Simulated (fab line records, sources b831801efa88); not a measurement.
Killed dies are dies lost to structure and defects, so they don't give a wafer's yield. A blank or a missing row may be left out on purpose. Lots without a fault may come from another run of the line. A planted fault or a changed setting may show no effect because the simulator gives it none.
Which tool did it? | flow gf180mcu | 14 lots, 42 wafers sampled, at 2 steps of a route of 602

WHAT THE GAUGES READ, wafer by wafer
GF_M1_CD_MEAS_14: target cd 230 nm. Usual: cd_nm 229.9 nm, standard deviation 0.94.
lot  | measured     | on        | cd_nm (nm)        | flag
L901 | day 17 07:51 | cd_sem-02 | 229.8 230.7 229.2 |
L903 | day 18 04:22 | cd_sem-02 | 230.5 231.2 230.4 |
L905 | day 19 12:36 | cd_sem-02 | 228.6 227.9 228.4 |
L907 | day 19 21:37 | cd_sem-02 | 229.5 229.8 228.5 |
L910 | day 21 05:02 | cd_sem-02 | 230.7 230.5 229.7 |
L912 | day 21 19:46 | cd_sem-02 | 229.9 230.7 230.3 |
L913 | day 22 10:05 | cd_sem-02 | 229.4 228.6 229.9 |
L914 | day 22 11:12 | cd_sem-02 | 230.5 230.7 229.4 |
L915 | day 23 00:40 | cd_sem-02 | 230.7 231.3 230.0 |
L917 | day 23 16:31 | cd_sem-02 | 230.5 229.6 229.6 |
L920 | day 24 06:30 | cd_sem-01 | 228.4 229.6 229.8 |
L921 | day 24 18:47 | cd_sem-01 | 230.8 229.3 230.8 |
L922 | day 25 04:10 | cd_sem-01 | 229.8 230.7 229.7 |
L923 | day 25 09:02 | cd_sem-01 | 230.4 231.3 231.3 |

WHICH TOOL RAN EACH LOT (tool, then ch and the chambers of the sampled wafers, then the start)
lot  | GF_SALICIDE_RTA_08
L901 | rtp_anneal-01 ch 0, day 15 08:01
L903 | rtp_anneal-01 ch 0, day 16 03:14
L905 | rtp_anneal-02 ch 0, day 17 10:40
L907 | rtp_anneal-02 ch 0, day 17 18:56
L910 | rtp_anneal-01 ch 0, day 19 02:47
L912 | rtp_anneal-01 ch 0, day 19 17:28
L913 | rtp_anneal-02 ch 0, day 20 08:05
L914 | rtp_anneal-02 ch 0, day 20 09:22
L915 | rtp_anneal-01 ch 0, day 20 23:06
L917 | rtp_anneal-01 ch 0, day 21 16:02
L920 | rtp_anneal-01 ch 0, day 22 07:31
L921 | rtp_anneal-01 ch 0, day 22 19:44
L922 | rtp_anneal-01 ch 0, day 23 05:17
L923 | rtp_anneal-01 ch 0, day 23 11:06
- GF_SALICIDE_RTA_08: time 30 s.

WHAT THE TOOLS THEMSELVES READ (means of the sampled wafers that have a number; where no wafer has one, the mark that the record gives instead)
GF_SALICIDE_RTA_08. Usual: chamber_o2_ppm 2.002, standard deviation 0.022; lamp_power_pct 17.5 %, standard deviation 0.98; wafer_temp_C_max 804.4, standard deviation 1.2.
lot  | tool          | chamber_o2_ppm | lamp_power_pct (%) | wafer_temp_C_max | flag
L901 | rtp_anneal-01 | 1.980          | 16.8               | 804.0            |
L903 | rtp_anneal-01 | 1.986          | 16.8               | 804.2            |
L905 | rtp_anneal-02 | 2.008          | 19.0               | 805.5            |
L907 | rtp_anneal-02 | 2.007          | 19.0               | 807.1            |
L910 | rtp_anneal-01 | 1.996          | 16.8               | 805.1            |
L912 | rtp_anneal-01 | 1.977          | 16.8               | 804.0            |
L913 | rtp_anneal-02 | 2.005          | 28.4               | 939.0            | OFF
L914 | rtp_anneal-02 | 1.996          | 28.4               | 938.8            | OFF
L915 | rtp_anneal-01 | 1.982          | 16.8               | 803.5            |
L917 | rtp_anneal-01 | 2.001          | 16.9               | 803.8            |
L920 | rtp_anneal-01 | 2.002          | 16.8               | 804.1            |
L921 | rtp_anneal-01 | 2.033          | 16.9               | 803.1            |
L922 | rtp_anneal-01 | 2.008          | 16.8               | 803.9            |
L923 | rtp_anneal-01 | 1.997          | 16.8               | 803.5            |

THE ANSWER, worked out from the rows above alone
Rule: a lot is off if the mean of its wafers that have a number lies more than 3 standard deviations from the usual mean. A lot without any number at a reading at which 4 lots or more have one is off too. The other lots that the step has rows for count as sound. The gauges are gone through in route order, then the tools' own readings, and for those a lot's mean is taken as printed above. The first step at which some lot is off is used, and at that step the reading that is off furthest; a lot without a number counts as furthest.
Off: L913, L914, at GF_SALICIDE_RTA_08 (wafer_temp_C_max).
A tool fits if, at that step or a process step before it, it ran every lot that is off, and no sound lot after the first of them. One fits: rtp_anneal-02 at GF_SALICIDE_RTA_08. Its last sound lot is L907 (day 17 18:56), its first lot that is off L913 (day 20 08:05): a fault that began between those two fits.
The tool's own readings at GF_SALICIDE_RTA_08 bear it out: on the lots that are off they differ by more than 5 times the standard deviation of the sound lots' means. lamp_power_pct reads 28.4 % there against 17.2 % on the sound lots; wafer_temp_C_max reads 938.9 there against 804.3 on the sound lots.

WHAT THE SIMULATOR HAD PUT IN
Process parameter drift: rtp_anneal-02, from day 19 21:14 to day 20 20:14, at GF_SALICIDE_RTA_08. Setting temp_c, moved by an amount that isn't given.
Lots struck among those shown: L913, L914. The rule above found the same.
